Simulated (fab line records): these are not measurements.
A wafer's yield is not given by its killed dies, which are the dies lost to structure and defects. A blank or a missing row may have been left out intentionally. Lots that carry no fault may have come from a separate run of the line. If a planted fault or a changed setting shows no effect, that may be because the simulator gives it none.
A lot that was struck, set against a sound lot ; flow sky130 ; 14 steps out of a route of 708
Sound: these wafers, L845.2, L845.3, L845.6. The struck wafers were L859.2, L859.3, L859.5. The cause is named last.
For every step that has rows: the tool of each side, followed by ch and its chambers, followed by its first start. Under that, the readings that differ: sound wafers ; struck wafers ; difference of the means ; sigmas: that difference in standard deviations of wafers without a fault.
alike: words and numbers the same on both sides, and readings whose means are apart by under 2 such deviations; not compared: readings that were withheld, readings missing a value for some wafer, numbers with overlapping values and no deviation given by the record, and bounds like >300 which may hide the same value.
A row with sigmas, a row that says differs or no value, or rows on one side alone: a step with any of these is where the two part. Non-overlapping numbers with no deviation appear without sigmas and do not part them. A reading missing from all wafers of one side parts the sides only when that side holds two or more wafers.

SKY_SONOS_ONO_OVL_MEAS_14:
  struck on overlay-01, day 19 23:55; sound on overlay-01, day 14 21:58
  alike: SONOS_ONO_OVL
SKY_SONOS_ONO_ETCH_15: etches the open film in CHF3/O2, target depth 19.52 nm, time 7.8 s.
  sound on rie_diel-03 ch 1,2, day 14 22:00; struck on rie_diel-01 ch 0,2, day 19 23:57
  alike: drypump_motor_current_A, oes_product_au, throttle_valve_pct
  not compared: rf_hours_counter_h
then, 1 step without rows for these wafers: SKY_SONOS_ONO_WET_ETCH_16 (etches SiO2 in dHF, target depth 14 nm, time 280 s).
SKY_SONOS_ONO_STRIP_17: strips in O2/N2.
  sound on plasma_asher-04 ch 0,1, day 14 22:07; struck on plasma_asher-01 ch 0,1, day 20 00:08
reading;sound;struck;difference;sigmas
drypump_motor_current_A (A);5.0 5.0 5.4;5.7 5.8 5.9;+0.7;+2
strip_time_to_endpoint_s (s);14.13 14.15 14.16;14.05 14.06 14.09;-0.08;-2
  alike: n2_flow_sccm, oes_product_au
  not compared: rf_hours_counter_h
then, 3 steps without rows for these wafers: SKY_SONOS_ONO_WET_ETCH_18 (etches Si3N4 in H3PO4, target depth 15 nm, time 172 s); SKY_GATE_OXIDE_CLEAN_00 (cleans in SC1/SC2, time 150 s); SKY_GATE_OXIDE_OXIDATION_01 (stabilise 600 s, purge 300 s, target thk 10.268 nm).
SKY_GATE_OXIDE_THK_MEAS_02:
  struck on film_metro-02, day 20 01:46; sound on film_metro-03, day 15 00:13
  alike: GATE_OXIDE_OXIDATION_00_THK
then, 4 steps without rows for these wafers: SKY_GATE_OXIDE_DEHYDRATE_03 (time 60 s); SKY_GATE_OXIDE_HMDS_04 (prime time 60 s); SKY_GATE_OXIDE_COAT_05 (resist thk 1140 nm); SKY_GATE_OXIDE_SOFTBAKE_06 (time 60 s).
SKY_GATE_OXIDE_EXPOSE_07: exposes mask LVOM, target cd 600 nm.
  sound on iline_stepper-01 ch 0, day 15 14:08; struck on iline_stepper-01 ch 0, day 20 17:38
reading;sound;struck;difference;sigmas
mask;LVOM#0 LVOM#0 LVOM#0;LVOM_R1#0 LVOM_R1#0 LVOM_R1#0;differs;
after that, 1 step had no rows for these wafers: SKY_GATE_OXIDE_PEB_08.

WHERE THEY PART
Last at SKY_GATE_OXIDE_EXPOSE_07 as far as this record goes, first at SKY_SONOS_ONO_STRIP_17.

WHY: whatever the simulator had introduced
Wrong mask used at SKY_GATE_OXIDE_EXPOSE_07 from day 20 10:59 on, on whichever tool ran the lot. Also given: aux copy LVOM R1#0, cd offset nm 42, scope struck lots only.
